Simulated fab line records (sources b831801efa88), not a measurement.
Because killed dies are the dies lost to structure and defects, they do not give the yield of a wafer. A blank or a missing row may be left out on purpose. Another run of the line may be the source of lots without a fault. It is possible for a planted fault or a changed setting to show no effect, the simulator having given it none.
fab line records	flow sky130
record lots=5	wafers=15	last-day=49
route steps=708 shown METAL3@556 PAD_OPEN@708
lots that met no fault: taken from a fault-free run of the same line
start-h: start of the lot's first displayed wafer, in hours after the record's first day	wait-h: how many hours have passed since the lot's step before this one	" unchanged from the row above	L1.1+2: a single row standing in for several wafers	- either no value or no given start	* or withheld: withheld	< > ~ a bound
route shown NAME@n: NAME is a module with steps in the file, n the number in the route of the first one	usual: the fault-free wafers' mean and standard deviation	same: alike in all rows	chamber/n: place in a boat	sites: readings site by site	_std_site: standard deviation across them	_edge_site: outer sites' mean less inner sites'	radius-mm: how far each site lies from the wafer's centre	mask NAME#n: copy n	behind: tool/chamber where the wafer was last shaped	hold: the reason the lot was held/the length of the hold in hours/how it ended	device: names the non-switching transistor (n, p or np)	end of line: the same wafers' tests at the end of the route	for a step that has no rows: nothing shown but its recipe	killed: dies lost to structure and defects at the first sort, not the wafer's yield	map: dies across one wafer; x = killed, . = not, _ = none there
set.NAME: setting as actually run; set.NAME@STEP: the setting as run at that earlier step	model.NAME: the simulator's own value behind a step, which no gauge read
certain route steps with their lots: each step a table, each wafer a row
services: from which hour (start-h, from the record's first day; less than 0 if before it) a tool's chamber was out of use, for how many hours, and why
## steps
# step SKY_METAL3_HMDS_06
# recipe prime-time-s=60	prime-temp-c=120
# step SKY_METAL3_COAT_07
# recipe resist=BARC	temp-c=withheld	time-s=withheld	spin-rpm=3000	resist-thk-nm=60
# step SKY_METAL3_COAT_08
# recipe resist=KrF-thick	spin-rpm=3000	resist-thk-nm=1140
# step SKY_METAL3_SOFTBAKE_09
# recipe temp-c=100	time-s=90	resist=KrF-thick
# step SKY_METAL3_EXPOSE_10
# recipe mask-id=MM3	na=0.68	source-shape=annular	sigma-inner=0.4	sigma-outer=0.8	target-cd-nm=300	dose-mj=28
# step SKY_METAL3_PEB_11
# recipe peb-temp-c=withheld	peb-time-s=withheld	resist=KrF-thick
# step SKY_METAL3_DEVELOP_12
# recipe develop-time-s=60	resist=KrF-thick	dev-temp-c=21
# step SKY_METAL3_CD_MEAS_13
# recipe target-cd-nm=300
# usual cd-nm=299.6/1.6
lot.wafer	tool	chamber	start-h	wait-h	cd-nm
L383.3	cd-sem-01	-	898.99	-	301.3
L383.4	"	-	"	"	300.8
L383.5	"	-	"	"	301.8
L392.2	cd-sem-01	-	971.47	-	300.3
L392.4	"	-	"	"	301.6
L392.5	"	-	"	"	300.2
L396.2	cd-sem-01	-	997.04	-	297.6
L396.3	"	-	"	"	298.6
L396.4	"	-	"	"	297.2
L397.2	cd-sem-02	-	1009.77	-	298.8
L397.5	"	-	"	"	298.6
L397.6	"	-	"	"	299.3
L401.1	cd-sem-02	-	1034.70	-	299.2
L401.3	"	-	"	"	297.2
L401.5	"	-	"	"	298.6
# step SKY_METAL3_OVL_MEAS_14
# usual METAL3_OVL=1/5.2
lot.wafer	tool	chamber	start-h	wait-h	METAL3_OVL[nm]
L383.3	overlay-02	-	899.08	0.1	-2
L383.4	"	-	"	"	-1
L383.5	"	-	"	"	-2
L392.2	overlay-02	-	971.58	0.1	9
L392.4	"	-	"	"	-1
L392.5	"	-	"	"	15
L396.2	overlay-01	-	997.14	0.1	7
L396.3	"	-	"	"	6
L396.4	"	-	"	"	9
L397.2	overlay-01	-	1009.88	0.1	-2
L397.5	"	-	"	"	-8
L397.6	"	-	"	"	-3
L401.1	overlay-02	-	1034.82	0.1	1
L401.3	"	-	"	"	-4
L401.5	"	-	"	"	-1
# step SKY_METAL3_DESCUM_15
# recipe chemistry=O2	source-power-w=150	bias-power-w=0	pressure-mtorr=10	temp-c=40	time-s=8
# usual drypump-motor-current-A=5.9/0.47	oes-product-au=1.003/0.011
lot.wafer	tool	chamber	start-h	wait-h	drypump-motor-current-A	oes-product-au	rf-hours-counter-h
L383.3	rie-metal-04	1	899.12	0.0	5.0	0.996	-
L383.4	"	0	"	"	5.5	1.014	-
L383.5	"	0	"	"	5.5	1.014	-
L392.2	rie-metal-01	0	971.61	0.0	5.8	1.000	15
L392.4	"	0	"	"	5.8	0.994	-
L392.5	"	0	"	"	5.8	0.996	-
L396.2	rie-metal-01	1	997.17	0.0	6.5	1.015	6
L396.3	"	0	"	"	5.8	0.986	-
L396.4	"	1	"	"	6.4	1.017	-
L397.2	rie-metal-03	1	1009.91	0.0	5.4	0.995	20
L397.5	"	1	"	"	5.3	0.991	-
L397.6	"	0	"	"	6.4	1.018	-
L401.1	rie-metal-03	0	1034.86	0.0	6.4	1.003	6
L401.3	"	1	"	"	5.4	0.993	-
L401.5	"	1	"	"	5.3	0.987	-
# step SKY_METAL3_ETCH_16
# recipe chemistry=N2/H2	target=BARC	ion-energy-ev=200	bias-w=100	pressure-mtorr=30	n2-flow-sccm=100	h2-flow-sccm=200	icp-w=500	stop-on=SiO2	time-s=88.2	target-depth-a=600
# usual drypump-motor-current-A=5.9/0.46	oes-product-au=0.625/0.0048	throttle-valve-pct=13.205/0.0091
lot.wafer	tool	chamber	start-h	wait-h	drypump-motor-current-A	oes-product-au	rf-hours-counter-h	throttle-valve-pct
L383.3	rie-metal-04	1	899.17	0.0	5.1	0.637	-	13.206
L383.4	"	0	"	"	5.5	0.618	-	13.212
L383.5	"	0	"	"	5.5	0.626	-	13.220
L392.2	rie-metal-01	0	971.64	0.0	5.8	0.618	15	13.210
L392.4	"	0	"	"	5.8	0.624	-	13.208
L392.5	"	0	"	"	5.8	0.626	-	13.200
L396.2	rie-metal-01	1	997.21	0.0	6.4	0.629	6	13.200
L396.3	"	0	"	"	5.8	0.630	-	13.189
L396.4	"	1	"	"	6.4	0.625	-	13.186
L397.2	rie-metal-03	1	1009.94	0.0	5.4	0.625	20	13.201
L397.5	"	1	"	"	5.4	0.625	-	13.209
L397.6	"	0	"	"	6.4	0.624	-	13.196
L401.1	rie-metal-03	0	1034.89	0.0	6.4	0.627	6	13.198
L401.3	"	1	"	"	5.4	0.622	-	13.214
L401.5	"	1	"	"	5.4	0.628	-	13.206
# step SKY_METAL3_ETCH_17
# recipe target=SiO2	stop-on=TiN	chemistry=C4F8/O2/Ar	source-w=1500	bias-w=1200	pressure-mtorr=40	c4f8-flow-sccm=withheld	O2_flow_sccm=6	Ar_flow_sccm=300	time-s=3.9	target-depth-a=150
# usual oes-product-au=0.756/0.0075
lot.wafer	tool	chamber	start-h	wait-h	oes-product-au	rf-hours-counter-h
L383.3	rie-diel-03	3	899.24	0.0	0.750	17
L383.4	"	0	"	"	0.771	24
L383.5	"	1	"	"	0.752	-
L392.2	rie-diel-04	1	971.74	0.1	0.763	5
L392.4	"	0	"	"	0.757	12
L392.5	"	3	"	"	0.753	-
L396.2	rie-diel-03	2	997.30	0.1	0.757	12
L396.3	"	0	"	"	0.754	27
L396.4	"	3	"	"	0.772	20
L397.2	rie-diel-02	1	1010.04	0.1	0.759	9
L397.5	"	1	"	"	0.757	-
L397.6	"	2	"	"	0.762	-
L401.1	rie-diel-03	1	1034.99	0.1	0.748	27
L401.3	"	0	"	"	0.750	29
L401.5	"	3	"	"	0.742	-
# step SKY_METAL3_METAL_ETCH_18
# recipe target-depth-a=8450	stop-on=SiO2	over-etch-frac=0.3	time-s=183.1	chemistry=Cl2/BCl3	resist-sidewall-deg=88	pressure-mtorr=10	icp-w=900	bias-w=48.5	Cl2_flow_sccm=60	bcl3-flow-sccm=30
# usual drypump-motor-current-A=5.7/0.47	oes-product-au=0.867/0.0067	throttle-valve-pct=22.263/0.0084
lot.wafer	tool	chamber	start-h	wait-h	drypump-motor-current-A	oes-product-au	rf-hours-counter-h	throttle-valve-pct	model.KrF-thick_of_METAL3_COAT_08.thk-nm	model.METAL3.cd-nm	model.SiO2_of_VIA2_HDPCVD_00.thk-nm
L383.3	rie-metal-03	0	899.31	0.1	6.4	0.875	-	22.266	516.1	300	463.7
L383.4	"	1	"	"	5.4	0.876	-	22.267	521.4	298.6	466.1
L383.5	"	1	"	"	5.4	0.872	-	22.269	515.3	297.8	463.8
L392.2	rie-metal-03	1	971.76	0.0	5.4	0.858	19	22.268	649.1	311.6	472.3
L392.4	"	1	"	"	5.4	0.860	-	22.263	646.5	313.6	469.3
L392.5	"	1	"	"	5.4	0.853	-	22.283	649.9	313.5	470.2
L396.2	rie-metal-04	0	997.32	0.0	5.5	0.865	23	22.273	523	301.4	466.9
L396.3	"	0	"	"	5.5	0.873	-	22.259	527.4	302.8	466.6
L396.4	"	1	"	"	5.0	0.869	-	22.251	534.4	301.9	467.3
L397.2	rie-metal-01	1	1010.07	0.0	6.4	0.870	6	22.256	513	301.1	464.9
L397.5	"	1	"	"	6.4	0.862	-	22.259	508.9	301.2	464.2
L397.6	"	0	"	"	5.8	0.873	-	22.263	530.7	296.8	465.6
L401.1	rie-metal-01	0	1035.01	0.0	5.8	0.854	18	22.262	525.8	291.3	464.8
L401.3	"	1	"	"	6.4	0.864	-	22.256	511.7	293.3	465.3
L401.5	"	1	"	"	6.5	0.858	-	22.267	515.5	292.7	466.3
# step SKY_METAL3_STRIP_19
# recipe chemistry=O2/N2	power-w=1400	pressure-mtorr=1500	platen-temp-c=withheld	o2-flow-sccm=3000	n2-flow-sccm=300	overash-fraction=0.5
# usual drypump-motor-current-A=5.7/0.61	o2-flow-sccm=2999/10	oes-product-au=0.500/0.0055	strip-time-to-endpoint-s=6.49/0.083
lot.wafer	tool	chamber	start-h	wait-h	drypump-motor-current-A	o2-flow-sccm	oes-product-au	rf-hours-counter-h	strip-time-to-endpoint-s
L383.3	plasma-asher-02	1	899.47	0.1	5.5	2997	0.497	-	6.42
L383.4	"	0	"	"	6.1	2984	0.496	-	6.48
L383.5	"	1	"	"	5.5	3006	0.497	-	6.40
L392.2	plasma-asher-01	0	971.93	0.1	6.4	2994	0.557	23	7.74
L392.4	"	1	"	"	5.0	2998	0.551	-	7.73
L392.5	"	1	"	"	4.9	3014	0.554	-	7.75
L396.2	plasma-asher-04	1	997.50	0.1	5.2	3005	0.496	57	6.48
L396.3	"	0	"	"	6.1	3003	0.509	-	6.54
L396.4	"	1	"	"	5.2	2993	0.498	-	6.62
L397.2	plasma-asher-04	1	1010.24	0.1	5.2	3005	0.493	58	6.41
L397.5	"	0	"	"	6.2	2976	0.483	-	6.35
L397.6	"	1	"	"	5.2	2999	0.502	-	6.57
L401.1	plasma-asher-01	1	1035.18	0.1	5.0	3006	0.500	29	6.53
L401.3	"	0	"	"	6.4	2994	0.493	-	6.38
L401.5	"	1	"	"	5.0	3010	0.503	-	6.42
# step SKY_METAL3_STRIP_20
# recipe chemistry=post-etch-residue-remover	time-s=1200	temp-c=72.5
# step SKY_PAD_OPEN_PROBE_99
# usual defect-limited-yield=82.5/1.9	killed_at_M0_to_M3=42/7.4	killed_at_M4_up=3.4/1.8	killed-at-contacts=25/5.4	killed-at-front-end=15/4.4	killed-at-other=0.2/0.52	killed-dies=86/9.3	killed-on-rim=17/3.9	killed-open=47/7.6	killed-short=39/6.5	sort_bin_3_pad_short=0.9/0.46	sort_bin_5_function=10.3/1.5	sort_bin_6_memory=6.3/1.2	sort-n-pass=406/9.3	sort-yield-pct=82.5/1.9
# same gross-dies=492	killed-at-back-side=0	sort_bin_4_leakage[%]=0	sort_bin_8_speed[%]=0
lot.wafer	tool	chamber	start-h	wait-h	hold	defect-limited-yield[%]	killed_at_M0_to_M3	killed_at_M4_up	killed-at-contacts	killed-at-front-end	killed-at-other	killed-dies	killed-on-rim	killed-open	killed-short	sort_bin_3_pad_short[%]	sort_bin_5_function[%]	sort_bin_6_memory[%]	sort-n-pass	sort-yield-pct[%]
L383.3	prober-02	-	1076.26	0.2	-	81.7	42	3	31	14	0	90	16	44	46	1.4	10.8	6.1	402	81.7
L383.4	prober-02	-	1076.31	0.2	-	84.8	36	3	27	8	1	75	16	39	36	0.6	8.7	5.9	417	84.8
L383.5	prober-02	-	1076.36	0.2	-	83.3	39	1	25	16	1	82	11	44	38	0.8	9.1	6.7	410	83.3
L392.2	prober-01	-	1132.90	0.1	await-dispo/4.0h/release	25.8	326	3	24	12	0	365	47	39	38	1.0	68.9	4.3	127	25.8
L392.4	prober-01	-	1133.00	0.2	await-dispo/4.0h/release	24.4	328	6	29	8	1	372	45	52	28	0.6	68.5	6.5	120	24.4
L392.5	prober-01	-	1133.05	0.2	await-dispo/4.0h/release	13.4	369	1	38	18	0	426	57	68	25	0.4	79.9	6.3	66	13.4
L396.2	prober-02	-	1152.23	0.1	-	85.6	39	3	15	14	0	71	16	27	44	0.6	8.9	4.9	421	85.6
L396.3	prober-02	-	1152.28	0.2	-	81.9	47	2	26	14	0	89	18	46	43	0.2	12.8	5.1	403	81.9
L396.4	prober-02	-	1152.33	0.2	-	81.9	39	2	21	26	1	89	15	52	37	0.2	12.0	5.9	403	81.9
L397.2	prober-01	-	1160.52	0.1	-	82.7	45	1	26	12	1	85	21	44	41	1.6	11.0	4.7	407	82.7
L397.5	prober-01	-	1160.67	0.2	-	82.5	38	6	27	15	0	86	15	47	39	0.8	9.1	7.5	406	82.5
L397.6	prober-01	-	1160.72	0.2	-	80.3	39	5	31	22	0	97	18	43	54	2.4	10.4	6.9	395	80.3
L401.1	prober-02	-	1180.24	0.1	-	84.6	34	3	22	17	0	76	17	52	24	1.0	7.3	7.1	416	84.6
L401.3	prober-02	-	1180.34	0.2	-	82.3	51	3	20	13	0	87	22	36	51	1.6	8.7	7.3	405	82.3
L401.5	prober-02	-	1180.44	0.2	-	82.7	49	3	24	9	0	85	17	52	33	0.2	11.2	5.9	407	82.7
# killed by level:class
L383.3 CONTACT:geometric-particle:open=12 METAL1:geometric-particle:short=9 LI_CONTACT:geometric-particle:open=9 FIELD_ISO:geometric-particle:short=7 VIA1:geometric-particle:short=6 VIA1:geometric-particle:open=6 VIA2:geometric-particle:open=6 METAL2:geometric-particle:short=5
L383.4 VIA1:geometric-particle:open=12 CONTACT:geometric-particle:open=10 CONTACT:geometric-particle:short=10 METAL2:geometric-particle:short=4 VIA2:geometric-particle:open=4 VIA3:geometric-particle:open=4 POLY_GATE:geometric-particle:short=3 LI_CONTACT:geometric-particle:open=3
L383.5 CONTACT:geometric-particle:open=12 VIA1:geometric-particle:open=8 VIA3:geometric-particle:open=6 VIA2:geometric-particle:open=5 FIELD_ISO:geometric-particle:open=4 CONTACT:geometric-particle:short=4 LOCAL_INTERCONNECT:geometric-particle:short=4 POLY_GATE:geometric-particle:short=4
L392.2 METAL3:area-etch=288 CONTACT:geometric-particle:open=9 LI_CONTACT:geometric-particle:open=7 METAL1:geometric-particle:short=7 VIA1:geometric-particle:open=6 METAL2:geometric-particle:short=5 VIA1:geometric-particle:short=4 VIA3:geometric-particle:open=4
L392.4 METAL3:area-etch=292 CONTACT:geometric-particle:open=9 LI_CONTACT:geometric-particle:open=8 VIA3:geometric-particle:open=8 VIA1:geometric-particle:open=7 CONTACT:geometric-particle:short=6 VIA2:geometric-particle:open=5 METAL1:geometric-particle:short=5
L392.5 METAL3:area-etch=333 LI_CONTACT:geometric-particle:open=17 CONTACT:geometric-particle:open=13 VIA1:geometric-particle:open=10 VIA3:geometric-particle:open=8 FIELD_ISO:geometric-particle:short=6 FIELD_ISO:geometric-particle:open=4 LOCAL_INTERCONNECT:geometric-particle:short=4
L396.2 VIA1:geometric-particle:open=9 VIA1:geometric-particle:short=7 POLY_GATE:geometric-particle:short=6 FIELD_ISO:geometric-particle:short=5 METAL1:geometric-particle:short=5 LI_CONTACT:geometric-particle:open=4 CONTACT:geometric-particle:short=4 VIA2:geometric-particle:open=3
L396.3 CONTACT:geometric-particle:open=12 METAL1:geometric-particle:short=10 VIA3:geometric-particle:open=10 LI_CONTACT:geometric-particle:open=6 VIA2:geometric-particle:short=6 FIELD_ISO:geometric-particle:short=5 LOCAL_INTERCONNECT:geometric-particle:short=5 VIA1:geometric-particle:open=5
L396.4 VIA1:geometric-particle:open=14 CONTACT:geometric-particle:open=10 FIELD_ISO:geometric-particle:open=8 METAL1:geometric-particle:short=6 FIELD_ISO:geometric-particle:short=5 POLY_GATE:geometric-particle:short=5 LI_CONTACT:geometric-particle:open=5 VIA2:geometric-particle:open=5
L397.2 VIA1:geometric-particle:open=12 CONTACT:geometric-particle:open=11 METAL1:geometric-particle:short=10 LI_CONTACT:geometric-particle:open=7 VIA1:geometric-particle:short=6 POLY_GATE:geometric-particle:open=5 CONTACT:geometric-particle:short=5 VIA3:geometric-particle:open=4
L397.5 VIA3:geometric-particle:open=11 LI_CONTACT:geometric-particle:open=10 LOCAL_INTERCONNECT:geometric-particle:short=7 METAL2:geometric-particle:short=6 VIA2:geometric-particle:open=6 POLY_GATE:geometric-particle:short=4 LI_CONTACT:geometric-particle:short=4 CONTACT:geometric-particle:open=4
L397.6 METAL2:geometric-particle:short=13 CONTACT:geometric-particle:open=10 FIELD_ISO:geometric-particle:open=6 POLY_GATE:geometric-particle:short=6 LI_CONTACT:geometric-particle:open=6 FIELD_ISO:geometric-particle:short=5 LOCAL_INTERCONNECT:geometric-particle:short=5 CONTACT:geometric-particle:short=5
L401.1 CONTACT:geometric-particle:open=11 VIA1:geometric-particle:open=9 FIELD_ISO:geometric-particle:open=7 VIA3:geometric-particle:open=6 LI_CONTACT:geometric-particle:open=5 VIA1:geometric-particle:short=5 POLY_GATE:geometric-particle:open=3 CONTACT:geometric-particle:short=3
L401.3 VIA1:geometric-particle:open=12 METAL2:geometric-particle:short=7 FIELD_ISO:geometric-particle:short=6 CONTACT:geometric-particle:open=6 VIA1:geometric-particle:short=6 METAL1:geometric-particle:short=6 VIA3:geometric-particle:open=6 VIA2:geometric-particle:open=5
L401.5 CONTACT:geometric-particle:open=11 VIA3:geometric-particle:open=11 VIA2:geometric-particle:open=8 VIA1:geometric-particle:open=7 METAL1:geometric-particle:short=6 CONTACT:geometric-particle:short=5 FIELD_ISO:geometric-particle:open=4 METAL2:geometric-particle:short=4
# map L392.5 (x killed, . not)
__________xxxxxxxxxx_________
________xxxxxxxxxxxxxx_______
______.x..xxxxxxxxxxxxxx_____
_____.xxxxxxxxxxxxxxxxxxx____
____.xxxxxxxxxxxxxxxxxxxxx___
___.xxxxxxxxxxxxxxxxxxxxx..__
__xxxxxxxxxxxxxxxxxxxxxx.x.._
_xxxxxxxxxxxxxxxxxxxxxxx.x..x
_.x.xxxxxxxxxxxxxxxxxxxxxxx..
_.xxxxxxxxxxxxxxxxxxxxxxxx...
_..xxxxxxxxxxxxxxxxxxxxxxxx..
_...xxxxxxxxxxxxxxxxxxxxxxxx.
_..xxxxxxxxxxxxxxxxxxxxxxx...
_....xxxxxxxxxxxxxxxxxxxxx...
_...xxxxxxxxxxxxxxxxxxxxxxxx.
__xxxxx.xxxxxxxxxxxxxxxxxx.x_
___..xxxxx.xxxxxxxxxxxxxxx.__
____.x.xxxxxxxxxxxxxxxxx.x___
_____.x.xxxxxxxxxxxxxx..x____
______x.xxxxxxxxxxxxxxx._____
________.xxxxxx.xxxx.x_______
__________xxxxxxxx.._________
# map L383.3 (x killed, . not)
__________.........._________
________..x..........x_______
______...x.x..x...x.x..._____
_____....x...x...........____
____......................___
___....x.x..x...xx..x.xx...__
__.......x.........x..xx...x_
_.x......x.....x.........x...
_x.xx..x..x....x...x.........
_..xx..........xx...x........
_x..x............x........x..
_......xx.....x.....x..xx....
_..x.........x.......xx.....x
_....x.......xx....x..x......
_.x.............x.xx.x.......
__...........x.x..x.xx......_
___xx..................x...__
____...x.......xx......x..___
_____..x...x.x..x..x..x.x____
______x.......x......x.._____
________..x.xx........_______
__________x.....x..._________
## services
tool	chamber	start-h	hours	kind
rie-diel-03	0	875.14	11.4	repair
plasma-asher-01	-	888.50	3.1	repair
rie-diel-02	1	893.04	2.9	repair
rie-metal-01	-	906.76	0.6	repair
rie-metal-03	0	910.49	-	clean
rie-metal-03	0	910.49	15.1	scheduled-down
rie-metal-03	0	910.49	15.1	vent-cycle
rie-metal-04	1	917.99	-	clean
rie-metal-04	1	917.99	30.9	scheduled-down
rie-metal-04	1	917.99	30.9	vent-cycle
plasma-asher-01	-	922.68	2.8	pm
rie-diel-02	3	939.96	7.9	repair
rie-diel-02	-	952.82	0.4	repair
rie-metal-04	1	973.86	20.2	repair
plasma-asher-02	-	994.06	1.3	repair
rie-metal-01	-	995.90	0.2	repair
rie-diel-02	-	998.90	0.4	repair
rie-diel-04	-	1003.66	9.8	repair
rie-diel-02	3	1005.23	8.1	repair
rie-diel-02	0	1007.88	15.0	repair
rie-diel-02	-	1025.26	15.6	pm
rie-metal-04	1	1025.74	13.0	repair
rie-diel-04	2	1030.12	45.6	repair
## key
first-sign step=SKY_METAL3_STRIP_19	reading=strip-time-to-endpoint-s	direction=up	sigmas=15	usual=*	struck=*
effect step=SKY_METAL3_STRIP_19	reading=oes-product-au	direction=up	sigmas=9.8	usual=0.500	struck=0.554
effect step=SKY_PAD_OPEN_PROBE_99	reading=sort_bin_5_function	direction=up	sigmas=42	usual=10.3	struck=72.4
model-effect step=SKY_METAL3_METAL_ETCH_18	value=KrF-thick_of_METAL3_COAT_08.thk-nm	without=525.4	struck=648.5
more-kills-born-at SKY_METAL3_METAL_ETCH_18@rie-metal-03=913
met-at SKY_METAL3_METAL_ETCH_18
struck-wafers L392.2,L392.4,L392.5
later-rows-left-out L392.2,L392.4,L392.5
onset-between 899.31 971.76
also-fits SKY_METAL3_ETCH_17:rie-diel-04
fault kind=process-parameter-drift	tool=rie-metal-03	chamber=1	onset-h=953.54	steps=SKY_METAL3_METAL_ETCH_18	channel=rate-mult	offset=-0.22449	shape=step	end-h=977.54
# later-rows-left-out: the simulator's readings of these wafers behind a module that went badly wrong aren't trusted and aren't shown, but for the sort
